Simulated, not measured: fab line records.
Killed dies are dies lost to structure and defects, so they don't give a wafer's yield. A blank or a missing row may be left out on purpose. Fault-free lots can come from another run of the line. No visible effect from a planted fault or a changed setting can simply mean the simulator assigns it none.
Problem report in the 8D (eight disciplines) form, filled by code | flow sky130 | the parts of the form that need people (team, actions taken, sign-off) are left out

== 1. THE PROBLEM ==
On 2 wafers of 1 lot, strip-time-to-endpoint-s at SKY_POLY_CUT_STRIP_12 has a mean of 5.192 s; fault-free wafers read 5.352 s, standard deviation 0.018. Relative to the usual mean, that is a shift of -8.9 standard deviations.
The step: strips in O2/N2.
First observed at day 29 12:40: wafer L459.4, on plasma-asher-04. The record holds 30 wafers of 10 lots with a number at this step. By rule, "out" or "out of limits" means more than 4 standard deviations away from the usual mean. Any other wafer with a number is counted as sound.

== 2. WHAT IT IS AND WHAT IT IS NOT ==
question                    | is                       | is not
which readings at this step | strip-time-to-endpoint-s | chamber-pressure-mTorr, drypump-motor-current-A, oes-product-au
which lots                  | L459                     | L445, L446, L449, L451, L456, L463, L465, L466, L467
which wafers of those lots  | L459.4, L459.5           | L459.3
read on which tools         | plasma-asher-04          | plasma-asher-01, plasma-asher-03
when                        | from day 29 12:40        | up to then (16 sound wafers); but 12 sound wafers of L463, L465, L466, L467 came after

== 3. WHAT RULES OUT EACH SUSPECT ==
Counting: any tool at a process step up to the reading remains a suspect provided it ran every lot that is out. Sound lots after the first of them don't rule it out here, since some wafers of a struck lot are sound.
- plasma-asher-01 at SKY_LDD_HVN_STRIP_09 (strips in O2/N2): kept. It processed L459, the lot that is out, at day 25 20:21, and its most recent sound lot before then was L451 at day 23 06:30.
- rie-diel-02 at SKY_POLY_CUT_ETCH_10 (etches BARC in N2/H2, stops on SiO2, time 45.9 s, target depth 60 nm): kept. It processed L459, the lot that is out, at day 29 12:32, and its most recent sound lot before then was L456 at day 28 12:38.
- rie-diel-02 at SKY_POLY_CUT_ETCH_11 (etches Si3N4 in CF4/CH2F2/Ar, stops on poly-Si, time 42.5 s, target depth 60 nm): kept. It processed L459, the lot that is out, at day 29 12:35, and its most recent sound lot before then was L456 at day 28 12:41.
- plasma-asher-04 at SKY_POLY_CUT_STRIP_12 (strips in O2/N2): kept. It processed L459, the lot that is out, at day 29 12:40, and its most recent sound lot before then was L451 at day 27 02:10. On those wafers its own readings are out: strip-time-to-endpoint-s.
- Within rie-diel-02 at SKY_POLY_CUT_ETCH_10, the wafers that are out were processed in chamber 2 and their sound lot-mates in chamber 0.
- Within rie-diel-02 at SKY_POLY_CUT_ETCH_11, the wafers that are out were processed in chamber 2 and their sound lot-mates in chamber 0.
- Within plasma-asher-04 at SKY_POLY_CUT_STRIP_12, the wafers that are out were processed in chamber 0 and their sound lot-mates in chamber 1.
Left after counting: plasma-asher-01 at SKY_LDD_HVN_STRIP_09, rie-diel-02 at SKY_POLY_CUT_ETCH_10, rie-diel-02 at SKY_POLY_CUT_ETCH_11, plasma-asher-04 at SKY_POLY_CUT_STRIP_12.

== 4. THE CAUSE (what the simulator had put in) ==
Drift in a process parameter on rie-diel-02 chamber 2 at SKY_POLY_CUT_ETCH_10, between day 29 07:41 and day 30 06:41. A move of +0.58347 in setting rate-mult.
Of the 4 suspects that counting leaves, this tool is one.

== 5. THE EFFECT CHAIN, in route order ==
Each row: a reading whose mean over the struck wafers that have a number lies more than 3 standard deviations from the usual. Only readings for which the record gives a usual standard deviation are gone through. hours: the time from each lot's start at the first step in this table that gives one to its start at this step, as a median over the lots. sigmas: the change in usual standard deviations.
hours | step                  | reading                  | usual   | on struck wafers | change | sigmas
0     | SKY_POLY_CUT_STRIP_12 | strip-time-to-endpoint-s | 5.352 s | 5.192            | -0.160 | -8.9
Here are the process steps it includes:
- SKY_POLY_CUT_STRIP_12: strips in O2/N2.
Later steps that measure or inspect, where all struck wafers having a row at the step show a number for every such reading and not one has moved that far: SKY_SD_N_CD_MEAS_07.

== 6. HOW IT WOULD HAVE BEEN CAUGHT EARLIER ==
The fault began at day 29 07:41; the first out-of-limits reading in this record came at day 29 12:40, 5 hours later.
Tool readings at SKY_POLY_CUT_ETCH_10 with a usual standard deviation given in the record: none out on any struck wafer, hence no alarm at a limit of 4 standard deviations on them.
By day 29 12:40 the whole set of lots that are out, 1 in number, had already begun SKY_POLY_CUT_ETCH_10 on rie-diel-02. None of them would have been spared by holding the tool at that moment.
